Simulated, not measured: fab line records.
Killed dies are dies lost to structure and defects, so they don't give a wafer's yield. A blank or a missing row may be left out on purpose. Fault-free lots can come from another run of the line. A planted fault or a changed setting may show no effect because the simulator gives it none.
A struck lot beside a sound one || flow sky130 || 14 out of 708 route steps
Sound: these wafers, L102.1, L102.2, L102.6. Wafers L117.2, L117.3, L117.6 were the ones struck. The cause comes at the end.
For every step that has rows: the tool of each side, followed by ch and its chambers, followed by its first start. Under that, the readings that differ: sound wafers || struck wafers || difference of the means || sigmas: that difference in standard deviations of wafers without a fault.
alike: readings with means less than 2 such deviations apart, plus words and numbers identical on both sides. not compared: withheld readings, readings lacking a value on some wafer, bounds such as >300 that could conceal the same value, and numbers that have no deviation in the record and whose values overlap.
The two part at a step that has a row with sigmas, a row that says differs or no value, or rows on one side only. When numbers do not overlap yet have no deviation, they are printed without sigmas and do not part them. A reading that every wafer of one side lacks parts them only if that side has two wafers or more.

first, 1 step without rows for these wafers: SKY_CAP2M_DEVELOP_11 (develop time 60 s).
SKY_CAP2M_OVL_MEAS_12:
  struck on overlay-01, day 46 17:46; sound on overlay-02, day 42 11:36
  alike: CAP2M_OVL
SKY_CAP2M_METAL_ETCH_13: etches TiN in Cl2/BCl3, stops on SiO2, target depth 220 nm, time 62.9 s.
  sound on rie_metal-02 ch 1, day 42 11:38; struck on rie_metal-01 ch 0,1, day 46 17:47
  alike: drypump_motor_current_A, oes_product_au, throttle_valve_pct
  not compared: rf_hours_counter_h
SKY_CAP2M_STRIP_14: strips in O2/N2.
  sound on plasma_asher-02 ch 0,1, day 42 11:47; struck on plasma_asher-04 ch 0,1, day 46 17:52
  alike: drypump_motor_current_A, o2_flow_sccm, oes_product_au, strip_time_to_endpoint_s
  not compared: rf_hours_counter_h
then, 8 steps without rows for these wafers: SKY_CAP2M_STRIP_15 (strips in post etch residue remover, time 1200 s); SKY_CAP2M_CLEAN_16 (cleans in IPA, time 180 s); SKY_CAP2M_CLEAN_17 (cleans in O3/DIW); SKY_METAL4_DEHYDRATE_05 (time 60 s); SKY_METAL4_HMDS_06 (prime time 60 s); SKY_METAL4_COAT_07 (resist thk 60 nm); SKY_METAL4_COAT_08 (resist thk 1140 nm); SKY_METAL4_SOFTBAKE_09 (time 90 s).
SKY_METAL4_EXPOSE_10: exposes mask MM4, target cd 300 nm.
  sound on krf_scanner-02 ch 0, day 43 00:30; struck on krf_scanner-02, day 47 04:58
  no value came back on the struck wafers for exposure_dose_mJ_cm2, focus_offset_nm (nm); on the sound wafers exposure_dose_mJ_cm2 reads 27.957 27.945 27.952
  alike: mask
following that, these wafers have no rows for 1 step: SKY_METAL4_PEB_11.

== WHERE THEY PART ==
Within this record, at SKY_METAL4_EXPOSE_10 only.

WHY: whatever the simulator had introduced
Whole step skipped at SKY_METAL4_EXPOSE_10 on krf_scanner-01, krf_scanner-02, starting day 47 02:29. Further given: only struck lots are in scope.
